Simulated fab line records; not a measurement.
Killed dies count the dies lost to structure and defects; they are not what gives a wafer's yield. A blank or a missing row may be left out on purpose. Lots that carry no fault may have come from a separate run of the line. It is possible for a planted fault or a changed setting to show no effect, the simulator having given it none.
What tool caused it?    flow sky130    route of 708 steps, sampled at 1 step: 12 lots, 36 wafers

## WHAT THE GAUGES READ, wafer by wafer
SKY_METAL3_OVL_MEAS_14. Usual: METAL3_OVL typically reads 4 nm, with standard deviation 4.7.
lot   measured      on          METAL3_OVL (nm)  flag
L737  day 38 07:14  overlay-01  6 4 5            
L738  day 38 13:01  overlay-02  5 10 2           
L739  day 38 22:38  overlay-01  9 7 3            
L744  day 40 17:14  overlay-01  9 0 7            
L745  day 41 11:35  overlay-02  1 8 10           
L747  day 42 02:14  overlay-01  11 2 1           
L746  day 42 04:02  overlay-02  4 6 9            
L750  day 42 11:38  overlay-02  5 7 13           
L756  day 44 03:08  overlay-02  0 5 -1           
L758  day 44 11:20  overlay-01  -1 -6 -2         
L759  day 44 19:01  overlay-01  5 4 5            
L760  day 45 01:56  overlay-01  4 10 -1          

## WHAT TOOL EACH LOT RAN ON (gives the tool, then ch and the chambers of the sampled wafers, and finally the start)
The record holds no process step before these readings.

## AS READ BY THE TOOLS THEMSELVES (means over the sampled wafers that have a number; for cases with no such wafer, the mark the record gives instead)
The record holds no such reading with a usual standard deviation.

## THE ANSWER, worked out from the rows above alone
Rule: take the mean of a lot's wafers that have a number; if it is more than 3 standard deviations from the usual mean, the lot is off. Also off: a lot with no number at a reading for which 4 or more lots have one. All remaining lots with rows at the step are treated as sound. Order of review: gauges by route order, followed by the tools' own readings, for which a lot's mean as printed above is used. The first step at which some lot is off is used, and at that step the reading that is off furthest; a lot without a number counts as furthest.
Across all readings shown, no lot is off: no conclusion can be drawn from this.

## WHAT THE SIMULATOR HAD INSERTED
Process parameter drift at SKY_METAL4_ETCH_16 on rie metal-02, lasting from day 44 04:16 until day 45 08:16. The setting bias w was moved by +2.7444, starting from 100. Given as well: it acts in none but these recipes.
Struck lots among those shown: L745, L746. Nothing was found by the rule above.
